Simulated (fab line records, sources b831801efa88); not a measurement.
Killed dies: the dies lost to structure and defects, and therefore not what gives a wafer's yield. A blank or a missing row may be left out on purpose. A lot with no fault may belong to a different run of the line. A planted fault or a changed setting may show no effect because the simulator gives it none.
Matching of chambers    flow gf180mcu    GF_V2_CMP_04 on cmp-01 has 4 sister chambers
The step polishes SiO2. 8 wafers are shown with their chamber, then 9 later ones without.

== WAFERS WITH THEIR CHAMBER ==
wafer   chamber  motor-current-A (A)  time-to-endpoint-s (s)
L385.3  2        14.3                 86
L385.6  3        10.4                 88
L386.1  1        10.7                 82
L386.2  0        12.3                 83
L386.3  2        14.4                 81
L389.1  3        10.6                 79
L389.2  0        12.5                 80
L389.3  1        10.9                 78

== WAFERS WITH NO CHAMBER GIVEN ==
wafer   motor-current-A (A)  time-to-endpoint-s (s)
L390.4  10.7                 83
L390.5  13.9                 80
L390.6  11.0                 79
L391.3  10.3                 78
L391.5  10.9                 85
L391.6  13.2                 88
L394.1  12.5                 85
L394.2  11.1                 83
L394.5  10.8                 94

== WHICH CHAMBER EACH ONE RAN IN ==
wafer    from the rows above       in truth
L390.4   can't be placed: 1 or 3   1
L390.5   2                         2
L390.6   1                         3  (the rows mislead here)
L391.3   can't be placed: 3 or 1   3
L391.5   can't be placed: 1 or 3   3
L391.6   0                         0
L394.1   0                         0
L394.2   1                         1
L394.5   can't be placed: 1 or 3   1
4 of 9 placed correctly. These rows do not allow placing 4 (true chamber among the candidates in 4). 1 placed wrongly.
How it was worked out, from the rows above alone: a wafer's distance from a chamber is the root of the sum, over the readings, of the square of ((its reading less the chamber's mean) divided by the reading's scatter). The wafer belongs to the nearest chamber; if the next one is less than 2 further off, it can't be placed. A chamber's mean is the mean of its shown wafers. How the scatter is found: for the shown wafers, subtract from each reading the mean of its chamber, square and add these, divide the total by (wafers less chambers), then take the root.
